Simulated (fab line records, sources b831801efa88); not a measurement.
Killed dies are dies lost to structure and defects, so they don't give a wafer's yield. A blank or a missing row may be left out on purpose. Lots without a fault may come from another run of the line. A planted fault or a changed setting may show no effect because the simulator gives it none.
Tool commonality check | flow sky130 | 14 lots, 48 wafers sampled

WHY IT WAS OPENED
At SKY_RES_XHIGH_TW_MEAS_09 the reading RES_XHIGH_TW is flagged on 2 of 14 lots. Wafers without a fault read 1624, standard deviation 14.
Rule: a lot is flagged when every wafer of it that has a number lies more than 4 standard deviations from that mean, or none has a number. The other lots count as sound.

lot  | measured     | on            | RES_XHIGH_TW, wafer by wafer  | flag
L731 | day 26 01:35 | film_metro-01 | 1620 1620 1624                |
L732 | day 26 11:06 | film_metro-03 | 1639 1646 1639                |
L734 | day 27 08:38 | film_metro-01 | 1636 1636 1644                |
L735 | day 27 17:52 | film_metro-01 | 1634 1629 1631                |
L736 | day 28 00:14 | film_metro-02 | 1604 1592 1609                |
L737 | day 28 15:35 | film_metro-03 | 1635 1643 1635                |
L739 | day 29 09:36 | film_metro-03 | 1632 1632 1618                |
L740 | day 30 19:17 | film_metro-03 | 1635 1628 1623                |
L742 | day 31 01:12 | film_metro-03 | 1623 1626 1641                |
L744 | day 31 07:05 | film_metro-03 | 1640 1633 1633                |
L748 | day 32 14:25 | film_metro-01 | 1647 1640 1631                |
L749 | day 32 22:16 | film_metro-01 | 1328 1327 1331 1321 1328 1334 | FLAGGED
L753 | day 33 23:07 | film_metro-02 | 1312 1308 1308 1313 1316 1310 | FLAGGED
L754 | day 34 01:29 | film_metro-02 | 1600 1599 1612                |
The numbers of the flagged lots are 1320 on average: -304 against the usual, or -22 standard deviations.

WHICH TOOL RAN EACH LOT
The record holds 1 process step before the reading, out of a route of 708 steps. In each cell: the tool, then ch and the chambers that the sampled wafers went through, then the start.
lot  | flag    | SKY_RES_XHIGH_IMPLANT_07
L731 |         | implanter-03 ch 0, day 26 01:23
L732 |         | implanter-01 ch 0, day 26 10:53
L734 |         | implanter-03 ch 0, day 27 08:25
L735 |         | implanter-01 ch 0, day 27 17:38
L736 |         | implanter-01 ch 0, day 27 23:59
L737 |         | implanter-02 ch 0, day 28 15:20
L739 |         | implanter-03 ch 0, day 29 09:23
L740 |         | implanter-01 ch 0, day 30 19:04
L742 |         | implanter-03 ch 0, day 31 00:57
L744 |         | implanter-02 ch 0, day 31 06:52
L748 |         | implanter-01 ch 0, day 32 14:10
L749 | FLAGGED | implanter-03 ch 0, day 32 22:01
L753 | FLAGGED | implanter-03 ch 0, day 33 22:52
L754 |         | implanter-02 ch 0, day 34 01:14
What these steps do:
- SKY_RES_XHIGH_IMPLANT_07
- SKY_RES_XHIGH_TW_MEAS_09

FLAGGED OVER TOTAL, TOOL BY TOOL (the gauges that took the reading come last)
step                     | tool          | lots run | flagged | share of the flagged lots | sound lots run after its first flagged lot
SKY_RES_XHIGH_IMPLANT_07 | implanter-01  | 5        | 0       | none                      | -
SKY_RES_XHIGH_IMPLANT_07 | implanter-02  | 3        | 0       | none                      | -
SKY_RES_XHIGH_IMPLANT_07 | implanter-03  | 6        | 2       | all                       | 0
SKY_RES_XHIGH_TW_MEAS_09 | film_metro-01 | 5        | 1       | some                      | 0
SKY_RES_XHIGH_TW_MEAS_09 | film_metro-02 | 3        | 1       | some                      | 1 (L754)
SKY_RES_XHIGH_TW_MEAS_09 | film_metro-03 | 6        | 0       | none                      | -

WHAT THE TABLE ALLOWS
1 row of the table ran every flagged lot: implanter-03 at SKY_RES_XHIGH_IMPLANT_07.
- implanter-03 at SKY_RES_XHIGH_IMPLANT_07: 2 of its 6 lots flagged. Its last sound lot is L742 (day 31 00:57), its first flagged lot L749 (day 32 22:01): a fault that began between those two fits. Its own readings lie more than 4 standard deviations out on every wafer of the flagged lots: beam_on_s, dose_ions_cm2.
One tool is left: implanter-03 at SKY_RES_XHIGH_IMPLANT_07.

WHAT THE SIMULATOR HAD PUT IN
Process parameter drift: implanter-03, from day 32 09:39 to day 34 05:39, at SKY_RES_XHIGH_IMPLANT_07. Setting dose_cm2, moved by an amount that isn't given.
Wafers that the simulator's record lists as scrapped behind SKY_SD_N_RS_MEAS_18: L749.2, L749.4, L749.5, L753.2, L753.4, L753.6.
Lots struck among those shown: L749, L753. The rule above found the same.
